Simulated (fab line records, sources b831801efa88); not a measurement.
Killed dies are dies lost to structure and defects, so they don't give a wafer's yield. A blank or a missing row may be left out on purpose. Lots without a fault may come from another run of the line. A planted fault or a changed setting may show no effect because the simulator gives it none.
A struck lot beside a sound one | flow sky130 | 43 steps out of a route of 708
Sound: wafers L205.2, L205.3, L205.5. Struck: wafers L220.1, L220.2, L220.5. The cause comes at the end.
At each step with rows: each side's tool, then ch and its chambers, then its first start. Under that, the readings that differ: sound wafers | struck wafers | difference of the means | sigmas: that difference in standard deviations of wafers without a fault.
alike: readings whose means differ by less than 2 such deviations, and words and numbers that are the same on both sides. not compared: withheld readings, readings that some wafer has no value for, bounds like >300 that may hide the same value, and numbers for which the record gives no deviation and whose values overlap.
The two part at a step that has a row with sigmas, a row that says differs or no value, or rows on one side only. Numbers that don't overlap but have no deviation are shown without sigmas and don't part them. A reading that every wafer of one side lacks parts them only if that side has two wafers or more.

first, 6 steps without rows for these wafers: SKY_SONOS_TUNNEL_HMDS_01 (prime time 60 s); SKY_SONOS_TUNNEL_COAT_02 (resist thk 1140 nm); SKY_SONOS_TUNNEL_SOFTBAKE_03 (time 60 s); SKY_SONOS_TUNNEL_EXPOSE_04 (exposes mask TUNM, target cd 410 nm); SKY_SONOS_TUNNEL_PEB_05; SKY_SONOS_TUNNEL_DEVELOP_06 (develop time 60 s).
SKY_SONOS_TUNNEL_CD_MEAS_07: target cd 410 nm.
  sound on cd_sem-02, day 12 00:28; struck on cd_sem-01, day 17 00:11
  alike: cd_nm
SKY_SONOS_TUNNEL_OVL_MEAS_08:
  sound on overlay-01, day 12 00:34; struck on overlay-01, day 17 00:19
  reading               | sound          | struck      | difference | sigmas
  SONOS_TUNNEL_OVL (nm) | -0.6 -1.9 -1.5 | 3.2 4.0 2.5 | +4.6       | +3
then, 3 steps without rows for these wafers: SKY_SONOS_TUNNEL_IMPLANT_09; SKY_SONOS_TUNNEL_WET_ETCH_10 (etches SiO2 in dHF, target depth 14 nm, time 280 s); SKY_SONOS_TUNNEL_STRIP_11 (strips in SPM, time 600 s).
SKY_SONOS_TUNNEL_TW_MEAS_12:
  sound on film_metro-02, day 12 01:08; struck on film_metro-02, day 17 00:46
  alike: SONOS_TUNNEL_TW
SKY_SONOS_TUNNEL_CLEAN_13: cleans in dHF, time 20 s.
  sound on wet_bench-02 ch 0, day 12 01:11; struck on wet_bench-04 ch 2, day 17 00:49
then, 1 step without rows for these wafers: SKY_SONOS_ONO_OXIDATION_00 (stabilise 600 s, purge 300 s, target thk 2.6 nm).
SKY_SONOS_ONO_THK_MEAS_01:
  sound on film_metro-04, day 12 02:33; struck on film_metro-01, day 17 02:34
  alike: SONOS_ONO_OXIDATION_THK
then, 1 step without rows for these wafers: SKY_SONOS_ONO_CVD_02 (deposits Si3N4 from DCS/NH3, target thk 10.5 nm, time 180 s).
SKY_SONOS_ONO_THK_MEAS_03:
  sound on film_metro-04, day 12 03:41; struck on film_metro-04, day 17 03:40
  alike: SONOS_ONO_CVD_02_THK
then, 1 step without rows for these wafers: SKY_SONOS_ONO_CVD_04 (deposits SiO2 from SiH4/N2O, target thk 5.7199 nm).
SKY_SONOS_ONO_THK_MEAS_05:
  sound on film_metro-02, day 12 05:00; struck on film_metro-02, day 17 04:59
  alike: SONOS_ONO_CVD_04_THK
then, 7 steps without rows for these wafers: SKY_SONOS_ONO_DEHYDRATE_06 (time 60 s); SKY_SONOS_ONO_HMDS_07 (prime time 60 s); SKY_SONOS_ONO_COAT_08 (resist thk 1140 nm); SKY_SONOS_ONO_SOFTBAKE_09 (time 60 s); SKY_SONOS_ONO_EXPOSE_10 (exposes mask ONOM, target cd 410 nm); SKY_SONOS_ONO_PEB_11; SKY_SONOS_ONO_DEVELOP_12 (develop time 60 s).
SKY_SONOS_ONO_CD_MEAS_13: target cd 410 nm.
  sound on cd_sem-02, day 13 05:28; struck on cd_sem-01, day 18 09:57
  alike: cd_nm
SKY_SONOS_ONO_OVL_MEAS_14:
  sound on overlay-02, day 13 05:35; struck on overlay-02, day 18 10:04
  alike: SONOS_ONO_OVL
SKY_SONOS_ONO_ETCH_15: etches the open film in CHF3/O2, target depth 19.52 nm, time 7.8 s.
  sound on rie_diel-01 ch 0,1, day 13 05:37; struck on rie_diel-01 ch 0,1,2, day 18 10:07
  alike: drypump_motor_current_A, oes_product_au, throttle_valve_pct
  not compared: rf_hours_counter_h
then, 1 step without rows for these wafers: SKY_SONOS_ONO_WET_ETCH_16 (etches SiO2 in dHF, target depth 14 nm, time 280 s).
SKY_SONOS_ONO_STRIP_17: strips in O2/N2.
  sound on plasma_asher-02 ch 0,1, day 13 05:43; struck on plasma_asher-03 ch 0,1, day 18 10:13
  alike: drypump_motor_current_A, oes_product_au, strip_time_to_endpoint_s
  not compared: rf_hours_counter_h
then, 3 steps without rows for these wafers: SKY_SONOS_ONO_WET_ETCH_18 (etches Si3N4 in H3PO4, target depth 15 nm, time 172 s); SKY_GATE_OXIDE_CLEAN_00 (cleans in SC1/SC2, time 150 s); SKY_GATE_OXIDE_OXIDATION_01 (stabilise 600 s, purge 300 s, target thk 10.268 nm).
SKY_GATE_OXIDE_THK_MEAS_02:
  sound on film_metro-04, day 13 07:43; struck on film_metro-01, day 18 11:50
  alike: GATE_OXIDE_OXIDATION_00_THK
then, 7 steps without rows for these wafers: SKY_GATE_OXIDE_DEHYDRATE_03 (time 60 s); SKY_GATE_OXIDE_HMDS_04 (prime time 60 s); SKY_GATE_OXIDE_COAT_05 (resist thk 1140 nm); SKY_GATE_OXIDE_SOFTBAKE_06 (time 60 s); SKY_GATE_OXIDE_EXPOSE_07 (exposes mask LVOM, target cd 600 nm); SKY_GATE_OXIDE_PEB_08; SKY_GATE_OXIDE_DEVELOP_09 (develop time 60 s).
-- the record jumps here: 31 days lie between the struck wafers' starts before and after (it left off in module GATE_OXIDE and takes up again in module PAD_OPEN, whose first step shown is number 708 of the route) --
SKY_PAD_OPEN_PROBE_99:
  sound on prober-01, day 46 02:57; struck on prober-02, day 49 23:22
  reading                                         | sound                | struck               | difference | sigmas
  model.etest.cap_ono.gate_bv_v (V)               | 16.05 15.83 16.44    | 15.7 15.65 15.16     | -0.6       |
  model.etest.diode_nwell_sub.leak_log10_a_cm2    | -7.399 -7.356 -7.151 | -6.936 -6.699 -6.996 | +0.425     |
  model.etest.diode_dnwell_sub.leak_log10_a_cm2   | -7.409 -7.408 -7.375 | -6.636 -6.726 -6.981 | +0.616     |
  model.etest.diode_pwell_dnwell.leak_log10_a_cm2 | -7.575 -7.527 -7.517 | -7.22 -6.867 -7.143  | +0.46      |
  model.etest.nfet_16v.off_log10_a_um             | -13.84 -13.78 -13.94 | -13.64 -13.74 -13.62 | +0.19      |
  alike: killed_at_M0_to_M3, killed_at_M4_up, killed_at_contacts, killed_at_front_end, killed_at_other, killed_dies, killed_on_rim, killed_open, killed_short
  not compared: model.etest.sonos_baked.vt_less_v

WHERE THEY PART
Only at SKY_SONOS_TUNNEL_OVL_MEAS_08, within this record. Later steps at which nothing parts them and some readings are alike: SKY_SONOS_TUNNEL_TW_MEAS_12, SKY_SONOS_ONO_THK_MEAS_01, SKY_SONOS_ONO_THK_MEAS_03, SKY_SONOS_ONO_THK_MEAS_05, SKY_SONOS_ONO_CD_MEAS_13, SKY_SONOS_ONO_OVL_MEAS_14, SKY_SONOS_ONO_ETCH_15, SKY_SONOS_ONO_STRIP_17, SKY_GATE_OXIDE_THK_MEAS_02, SKY_PAD_OPEN_PROBE_99.

WHY: what the simulator had put in
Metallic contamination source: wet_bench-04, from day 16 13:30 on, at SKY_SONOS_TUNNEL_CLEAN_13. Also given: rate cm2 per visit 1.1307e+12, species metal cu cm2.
